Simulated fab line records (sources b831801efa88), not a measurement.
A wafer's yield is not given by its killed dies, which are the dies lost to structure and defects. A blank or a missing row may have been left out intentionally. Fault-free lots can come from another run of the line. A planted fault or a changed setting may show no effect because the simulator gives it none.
Code-filled problem report in 8D (eight disciplines) form | flow sky130 | the parts of the form that need people (team, actions taken, sign-off) are left out

## 1. WHAT WENT WRONG
Mean of run-length-s at SKY_METAL3_METAL_ETCH_18: 244.7 s across 3 wafers in 2 lots; on wafers with no fault it is 211.7 s (standard deviation 0.95). Relative to the usual mean, that is a shift of +35 standard deviations.
The step: etches the open film in Cl2/BCl3, stops on SiO2, target depth 845 nm, time 183.1 s.
The first sign was on wafer L639.2 at day 40 21:50, on rie-metal-04. At this step, 39 wafers from 13 lots have a number in the record. The rule behind "out" and "out of limits": a value lying over 4 standard deviations away from the usual mean. The rest of the wafers with a number are treated as sound.

## 2. WHAT IT IS; WHAT IT IS NOT
question                    | is                           | is not
which readings at this step | run-length-s, oes-product-au | drypump-motor-current-A, throttle-valve-pct
which lots                  | L639, L640                   | L630, L631, L633, L634, L635, L644, L646, L647, L648, L649, L653
which wafers of those lots  | L639.2, L640.2, L640.6       | L639.1, L639.3, L640.1
read on which tools         | rie-metal-04                 | rie-metal-01, rie-metal-03
when                        | from day 40 21:50            | up to then (17 sound wafers); but 19 sound wafers of L640, L644, L646, L647, L648, L649, L653 came after

## 3. THE SUSPECTS, EACH WITH WHAT RULES IT OUT
Counting: a tool at a process step up to the reading stays a suspect if it ran every lot that is out. Sound lots after the first of them don't rule it out here, since some wafers of a struck lot are sound.
- rie-metal-04 at SKY_METAL3_METAL_ETCH_18 (etches the open film in Cl2/BCl3, stops on SiO2, target depth 845 nm, time 183.1 s): kept. Ran every lot that is out, first one L639 (day 40 21:50); last sound lot up to then L635 (day 39 22:40). On those wafers its own readings are out: oes-product-au, run-length-s.
- Within rie-metal-04 at SKY_METAL3_METAL_ETCH_18: the wafers that are out ran in chamber 0; their sound lot-mates ran in chamber 1.
Remaining after the count: rie-metal-04 at SKY_METAL3_METAL_ETCH_18.

## 4. THE CAUSE (what the simulator had put in)
rie-metal-04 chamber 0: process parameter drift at SKY_METAL3_METAL_ETCH_18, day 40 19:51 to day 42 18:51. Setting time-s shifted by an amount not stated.
Counting left only this tool.

## 5. THE EFFECT CHAIN, in route order
Each row: a reading whose mean over the struck wafers that have a number lies more than 3 standard deviations from the usual. Scope: only readings with a usual standard deviation given in the record; hours: median across lots of the time from each lot's start at the first step in this table that gives one to its start at this step; sigmas: change in usual standard deviations.
hours | step                     | reading                  | usual      | on struck wafers | change | sigmas
0     | SKY_METAL3_METAL_ETCH_18 | oes-product-au           | 0.864 a.u. | 0.786            | -0.078 | -15
0     | SKY_METAL3_METAL_ETCH_18 | run-length-s             | 211.7 s    | 244.7            | +33.0  | +35
0     | SKY_METAL3_STRIP_19      | oes-product-au           | 0.503 a.u. | 0.468            | -0.035 | -6.5
0     | SKY_METAL3_STRIP_19      | strip-time-to-endpoint-s | 6.55 s     | 5.74             | -0.81  | -10
Process steps it contains:
- SKY_METAL3_METAL_ETCH_18: etches the open film in Cl2/BCl3, stops on SiO2, target depth 845 nm, time 183.1 s.
- SKY_METAL3_STRIP_19: strips in O2/N2.

## 6. HOW IT WOULD HAVE BEEN CAUGHT EARLIER
2 hours passed between the start of the fault at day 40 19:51 and the first reading out of limits in this record, taken at day 40 21:50.
